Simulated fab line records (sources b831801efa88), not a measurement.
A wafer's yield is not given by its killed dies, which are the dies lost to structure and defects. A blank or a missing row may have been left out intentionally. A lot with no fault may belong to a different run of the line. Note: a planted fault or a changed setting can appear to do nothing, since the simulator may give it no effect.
Split-lot experiment	flow sfq-line	5 lots, 23 wafers read, on a route of 325 steps

THE SPLIT ITSELF
At SFQ_TRILAYER_C5_LITHO_EXPOSE_152 (exposes mask C5, target cd 500 nm), the setting dose-mj was moved away from the recipe's 21.3 on 8 of the 23 wafers read, by -4.0% to +2.7%. This setting was run at the recipe's value on the other wafers.

FROM THE SPLIT TO THE READING: what the file shows between them, 3 steps
- SFQ_TRILAYER_C5_LITHO_PEB_154: peb time 58.39 s
- SFQ_TRILAYER_C5_LITHO_DEVELOP_153: time 60 s
- SFQ_TRILAYER_C5_BARC_OPEN_VIA_ETCH_210: etches BARC in O2, target depth 125 nm, time 41.7 s

THE READING
C5.cd-nm (the simulator's own value, which no gauge read), in nm, at SFQ_TRILAYER_C5_ETCH_VIA_ETCH_154 (etches SiO2 in CHF3, stops on Nb, target depth 84 nm). There is no usual value for it anywhere in the file. Here, 15 wafers ran the recipe; their average is 496.3 nm with a standard deviation of 1.1 nm.

wafer	tool, chamber at the split	dose-mj as run	against the recipe	C5.cd-nm, nm	against lot-mates on the recipe
L076.1	krf-scanner-02, 0	21.3	recipe	495.8	-
L076.2	krf-scanner-02, 0	21.3	recipe	496.8	-
L076.3	krf-scanner-02, 0	21.3	recipe	493.9	-
L076.4	krf-scanner-02, 0	21.3	recipe	497.9	-
L076.5	krf-scanner-02, 0	21.3	recipe	496.7	-
L079.1	krf-scanner-01, 0	21.3	recipe	495	-
L079.2	krf-scanner-01, 0	21.3	recipe	496.7	-
L079.4	krf-scanner-01, 0	21.3	recipe	495.2	-
L079.5	krf-scanner-01, 0	21.87	+2.7%	499.3	+3.7
L079.6	krf-scanner-01, 0	21.87	+2.7%	499.5	+3.9
L080.1	krf-scanner-01, 0	21.3	recipe	497.8	-
L080.2	krf-scanner-01, 0	21.3	recipe	497.4	-
L080.3	krf-scanner-01, 0	20.44	-4.0%	490	-7.6
L080.4	krf-scanner-01, 0	20.44	-4.0%	493.4	-4.2
L080.6	krf-scanner-01, 0	20.44	-4.0%	488.3	-9.3
L083.1	krf-scanner-02, 0	21.3	recipe	495.2	-
L083.5	krf-scanner-02, 0	21.3	recipe	495.7	-
L083.6	krf-scanner-02, 0	21.3	recipe	496	-
L085.2	krf-scanner-02, 0	21.87	+2.7%	502.8	+5.7
L085.3	krf-scanner-02, 0	21.3	recipe	496.8	-
L085.4	krf-scanner-02, 0	21.87	+2.7%	500.7	+3.6
L085.5	krf-scanner-02, 0	21.87	+2.7%	499.8	+2.7
L085.6	krf-scanner-02, 0	21.3	recipe	497.4	-

THE FIT
A straight line over all 23 wafers: C5.cd-nm changes by +1.47 nm for each +1% of dose-mj; r = +0.90; the points scatter about the line by 1.4 nm.
The same after taking each lot's own level away (the mean of its wafers on the recipe; 23 wafers): +1.63 nm for each +1%; r = +0.94; scatter 1.2 nm.
On that fit, the largest move of dose-mj shifts the reading by 6.6 nm.
Measured against the standard deviation above, the lots' own levels, which go from 495.63 to 497.60 nm, span 1.8 times it.
So the lot-to-lot level changes the slope little: the two slopes agree.
Check: -6.44 nm against its lot-mates is what the line predicts for one of the wafers moved furthest among these (-4.0%) when that wafer is left out of the fit. Against them it came out at -7.6 nm.

OTHER SPLITS APPLIED TO THESE WAFERS
Note: prior to the reading, these wafers also went through further splits. Each is held against what the fit with the lots' levels taken away leaves over:
other split on the same wafers	wafers away from the commonest value	r with C5.cd-nm (lot level and that fit taken away)
SFQ_TRILAYER_M5_BARC_OPEN_METAL_ETCH_161 icp-w	10	+0.20
SFQ_TRILAYER_I5_LITHO_COAT_149 spin-rpm	7	+0.43

THE WHOLE CHAIN: every reading that the file lists as answering this split, in the file's order
step	what it does	reading	change (the file's fit)	r (the file's)
SFQ_TRILAYER_C5_BARC_OPEN_VIA_ETCH_210	etches BARC in O2, target depth 125 nm, time 41.7 s	C5.cd-nm (the simulator's own value, which no gauge read)	+1.54 nm for each +1% of the setting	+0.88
SFQ_TRILAYER_C5_ETCH_VIA_ETCH_154	etches SiO2 in CHF3, stops on Nb, target depth 84 nm	C5.cd-nm (the simulator's own value, which no gauge read)	+1.61 nm for each +1% of the setting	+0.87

THE FILE'S OWN FIT
C5.cd-nm changes by +1.61 nm for each +1% of dose-mj, r = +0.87.
